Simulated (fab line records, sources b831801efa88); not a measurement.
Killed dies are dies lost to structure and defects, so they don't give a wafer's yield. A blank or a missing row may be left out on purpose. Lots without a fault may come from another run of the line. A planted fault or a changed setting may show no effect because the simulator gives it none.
fab line records | flow sky130 | part 2 of 2: steps 33 to 42 of 42
record lots=5 wafers=15 last_day=50
route steps=708 shown VT_ADJUST_PCH@150 SONOS_TUNNEL@154 SONOS_ONO@168 GATE_OXIDE@187
lots that met no fault: from a run of the same line without faults
start_h: hours from the record's first day to the start of the lot's first wafer shown | wait_h: hours since the lot's step before | " the same as in the row above | L1.1+2: a row that stands for several wafers | - no value, or no start given | * or withheld: withheld | < > ~ a bound
route shown NAME@n: a module of which the file shows steps, and the number in the route of the first | usual: mean/standard deviation of fault-free wafers | same: alike in all rows | chamber/n: place in a boat | sites: the reading at each site | _std_site: their standard deviation | _edge_site: outer sites' mean less inner sites' | radius_mm: how far each site lies from the wafer's centre | mask NAME#n: copy n | behind: the tool/chamber that last shaped the wafer | hold: why the lot was held/for how many hours/how that ended | device: the transistor (n, p or np) that didn't switch | end of line: the same wafers' tests at the end of the route | a step without rows: its recipe alone | killed: dies lost to structure and defects at the first sort, not the wafer's yield | map: a wafer's dies, x killed, . not, _ none there
set.NAME: the setting as run; set.NAME@STEP: as run at that earlier step | model.NAME: the simulator's own value behind a step, which no gauge read
lots at some steps of the route; a table a step, a row a wafer
services: from which hour (start_h, from the record's first day; less than 0 if before it) a tool's chamber was out of use, for how many hours, and why
## steps
# step SKY_SONOS_ONO_OVL_MEAS_14
# usual SONOS_ONO_OVL=-0.4/1.2
# columns lot.wafer tool chamber start_h wait_h SONOS_ONO_OVL[nm]
L074.1 overlay-01 - 270.09 0.1 0.8
L074.3 " - " " -0.5
L074.5 " - " " 2.1
L091.2 overlay-02 - 448.11 0.1 -0.3
L091.3 " - " " -0.7
L091.4 " - " " -2.2
L092.1 overlay-02 - 457.54 0.1 -0.2
L092.5 " - " " -2.4
L092.6 " - " " -1.6
L094.4 overlay-01 - 470.97 0.1 -0.2
L094.5 " - " " -1.2
L094.6 " - " " 0.9
L097.2 overlay-02 - 488.76 0.1 -0.4
L097.4 " - " " -1.1
L097.5 " - " " -0.4
# step SKY_SONOS_ONO_ETCH_15
# recipe target_depth_nm=19.52 chemistry=CHF3/O2 source_w=600 bias_w=200 pressure_mtorr=40 chf3_flow_sccm=50 O2_flow_sccm=5 time_s=7.8
# usual chf3_flow_sccm=50.02/0.16 drypump_motor_current_A=5.8/0.43 oes_product_au=0.996/0.011 throttle_valve_pct=8.825/0.0096
# columns lot.wafer tool chamber start_h wait_h chf3_flow_sccm drypump_motor_current_A oes_product_au rf_hours_counter_h throttle_valve_pct
L074.1 rie_diel-04 0 270.13 0.0 49.93 5.9 0.995 11 8.844
L074.3 " 2 " " 49.88 5.3 0.989 110 8.834
L074.5 " 2 " " 49.93 5.3 0.991 - 8.820
L091.2 rie_diel-02 2 448.14 0.0 49.65 5.9 0.992 1 8.809
L091.3 " 0 " " 50.03 6.4 0.999 43 8.839
L091.4 " 2 " " 49.85 6.0 0.990 - 8.809
L092.1 rie_diel-04 0 457.58 0.0 50.27 5.9 1.003 14 8.837
L092.5 " 2 " " 50.12 5.3 1.003 - 8.822
L092.6 " 3 " " 50.10 5.6 0.985 - 8.816
L094.4 rie_diel-03 2 471.00 0.0 49.70 5.1 0.960 - 8.818
L094.5 " 1 " " 49.97 6.4 0.992 - 8.832
L094.6 " 3 " " 49.92 5.2 0.985 - 8.811
L097.2 rie_diel-03 2 488.79 0.0 49.57 5.1 0.983 5 8.814
L097.4 " 3 " " 49.99 5.2 0.992 - 8.810
L097.5 " 2 " " 49.93 5.1 0.979 - 8.821
# step SKY_SONOS_ONO_WET_ETCH_16
# recipe chemistry=dHF target_depth_nm=14 dry=n2_spin target=SiO2 dilution=100:1 temp_c=25 time_s=280
# usual temp_c=25.03/0.11
# columns lot.wafer tool chamber start_h wait_h temp_c
L074.1 wet_bench-01 2 270.15 0.0 24.95
L074.3 " 2 " " 25.03
L074.5 " 2 " " 24.86
L091.2 wet_bench-02 0 448.16 0.0 25.17
L091.3 " 0 " " 25.07
L091.4 " 0 " " 25.13
L092.1 wet_bench-04 3 457.60 0.0 25.17
L092.5 " 3 " " 25.04
L092.6 " 3 " " 25.08
L094.4 wet_bench-02 0 471.01 0.0 25.06
L094.5 " 0 " " 24.90
L094.6 " 0 " " 25.11
L097.2 wet_bench-02 0 488.81 0.0 25.14
L097.4 " 0 " " 25.07
L097.5 " 0 " " 25.25
# step SKY_SONOS_ONO_STRIP_17
# recipe chemistry=O2/N2 power_w=1400 pressure_mtorr=1500 platen_temp_c=withheld o2_flow_sccm=3000 n2_flow_sccm=300 overash_fraction=0.5
# usual drypump_motor_current_A=5.7/0.45 oes_product_au=0.710/0.0045 strip_time_to_endpoint_s=14.08/0.031
# columns lot.wafer tool chamber start_h wait_h drypump_motor_current_A oes_product_au rf_hours_counter_h strip_time_to_endpoint_s
L074.1 plasma_asher-03 1 270.24 0.0 5.5 0.709 15 14.08
L074.3 " 1 " " 5.6 0.706 - 14.08
L074.5 " 1 " " 5.6 0.699 - 14.08
L091.2 plasma_asher-03 0 448.25 0.0 5.2 0.711 33 14.08
L091.3 " 0 " " 5.2 0.709 - 14.09
L091.4 " 1 " " 5.6 0.707 - 14.09
L092.1 plasma_asher-01 0 457.69 0.0 5.6 0.710 75 14.05
L092.5 " 1 " " 6.6 0.707 - 14.07
L092.6 " 0 " " 5.6 0.711 - 14.06
L094.4 plasma_asher-01 1 471.13 0.0 6.6 0.709 - 14.07
L094.5 " 1 " " 6.7 0.707 - 14.07
L094.6 " 0 " " 5.6 0.712 - 14.05
L097.2 plasma_asher-01 1 488.90 0.0 6.6 0.711 79 14.14
L097.4 " 0 " " 5.6 0.711 - 14.08
L097.5 " 0 " " 5.6 0.711 - 14.09
# step SKY_SONOS_ONO_WET_ETCH_18
# recipe chemistry=H3PO4 target_depth_nm=15 target=Si3N4 temp_c=160 time_s=172
# usual temp_c=159.99/0.14
# columns lot.wafer tool chamber start_h wait_h temp_c
L074.1 wet_bench-02 2 270.34 0.1 159.89
L074.3 " 2 " " 160.11
L074.5 " 2 " " 159.87
L091.2 wet_bench-01 2 448.35 0.1 159.99
L091.3 " 2 " " 159.88
L091.4 " 2 " " 160.03
L092.1 wet_bench-04 1 457.79 0.1 160.09
L092.5 " 1 " " 160.10
L092.6 " 1 " " 159.95
L094.4 wet_bench-01 1 471.19 0.0 159.97
L094.5 " 1 " " 160.21
L094.6 " 1 " " 160.04
L097.2 wet_bench-04 0 489.00 0.1 160.00
L097.4 " 0 " " 159.95
L097.5 " 0 " " 160.19
# step SKY_GATE_OXIDE_CLEAN_00
# recipe chemistry=SC1/SC2 mix=1:4:20 temp_c=70 time_s=150 dry=n2_spin
# usual temp_c=69.99/0.11
# columns lot.wafer tool chamber start_h wait_h temp_c
L074.1 wet_bench-04 0 270.40 0.0 70.15
L074.3 " 0 " " 70.01
L074.5 " 0 " " 70.01
L091.2 wet_bench-04 1 448.40 0.0 69.93
L091.3 " 1 " " 70.03
L091.4 " 1 " " 69.92
L092.1 wet_bench-04 3 457.84 0.0 70.08
L092.5 " 3 " " 69.96
L092.6 " 3 " " 69.80
L094.4 wet_bench-04 0 471.25 0.0 69.81
L094.5 " 0 " " 69.99
L094.6 " 0 " " 69.85
L097.2 wet_bench-01 0 489.05 0.0 70.15
L097.4 " 0 " " 70.13
L097.5 " 0 " " 69.96
# step SKY_GATE_OXIDE_OXIDATION_01
# recipe temp_c=900 ambient=O2 stabilise_s=600 purge_s=300 target_thk_a=102.68 ox_time_s=1473
# usual spike_tc_bottom_C=918.7/1.3
# columns lot.wafer tool chamber start_h wait_h spike_tc_bottom_C
L074.1 furnace-01 0 271.52 1.1 918.8
L074.3 " 0 " " 919.1
L074.5 " 0 " " 917.7
L091.2 furnace-02 0 449.16 0.7 916.2
L091.3 " 0 " " 916.5
L091.4 " 0 " " 919.8
L092.1 furnace-02 0 458.72 0.8 918.5
L092.5 " 0 " " 918.1
L092.6 " 0 " " 916.7
L094.4 furnace-01 0 471.51 0.2 918.5
L094.5 " 0 " " 919.0
L094.6 " 0 " " 919.8
L097.2 furnace-01 0 489.10 0.0 919.9
L097.4 " 0 " " 919.4
L097.5 " 0 " " 917.5
# step SKY_GATE_OXIDE_THK_MEAS_02
# recipe reads=SiO2_of_GATE_OXIDE_OXIDATION_01
# usual GATE_OXIDE_OXIDATION_00_THK=10.27/0.18
# columns lot.wafer tool chamber start_h wait_h GATE_OXIDE_OXIDATION_00_THK[nm]
L074.1 film_metro-04 - 272.93 0.0 10.27
L074.3 " - " " 10.36
L074.5 " - " " 10.17
L091.2 film_metro-01 - 450.58 0.0 9.90
L091.3 " - " " 9.74
L091.4 " - " " 9.89
L092.1 film_metro-04 - 460.13 0.0 10.05
L092.5 " - " " 10.30
L092.6 " - " " 10.13
L094.4 film_metro-02 - 472.95 0.0 10.82
L094.5 " - " " 10.57
L094.6 " - " " 10.58
L097.2 film_metro-02 - 490.52 0.0 10.23
L097.4 " - " " 10.32
L097.5 " - " " 10.28
# step SKY_GATE_OXIDE_DEHYDRATE_03
# recipe temp_c=200 time_s=60
# columns lot.wafer tool chamber start_h wait_h
L074.1+3+5 litho_track-04 0 284.13 11.2
L091.2+3+4 litho_track-01 0 464.92 14.3
L092.1+5+6 litho_track-01 0 474.49 14.4
L094.4+5+6 litho_track-02 0 488.25 15.3
L097.2+4+5 litho_track-01 0 504.67 14.1
# step SKY_GATE_OXIDE_HMDS_04
# recipe prime_time_s=60 prime_temp_c=120
# columns lot.wafer tool chamber start_h wait_h
L074.1+3+5 litho_track-04 0 284.28 0.1
L091.2+3+4 litho_track-01 0 465.07 0.1
L092.1+5+6 litho_track-01 0 474.64 0.1
L094.4+5+6 litho_track-02 0 488.40 0.1
L097.2+4+5 litho_track-01 0 504.82 0.1
## services
# columns tool chamber start_h hours kind
iline_stepper-02 - 215.07 3.0 repair
furnace-01 - 231.31 7.9 pm
implanter-02 - 232.10 0.6 repair
furnace-01 - 240.40 2.8 pm
implanter-02 - 241.76 2.1 repair
furnace-02 - 250.68 3.7 pm
lpcvd-03 - 253.40 2.8 pm
lpcvd-03 - 276.40 0.4 repair
plasma_asher-03 - 287.31 7.6 repair
implanter-02 - 309.89 2.4 repair
iline_stepper-02 - 329.28 1.7 pm
lpcvd-03 - 352.30 4.3 pm
wet_bench-02 - 378.85 1.8 repair
wet_bench-03 - 386.83 1.9 pm
iline_stepper-01 - 397.51 1.7 pm
wet_bench-02 - 400.04 1.2 repair
furnace-01 - 403.91 7.1 pm
furnace-02 - 412.20 3.9 pm
furnace-01 - 416.79 3.8 pm
iline_stepper-02 - 433.40 4.4 pm
iline_stepper-02 - 443.19 0.8 pm
implanter-02 - 448.76 4.8 repair
plasma_asher-03 - 456.97 32.9 repair
iline_stepper-01 - 485.57 0.9 repair
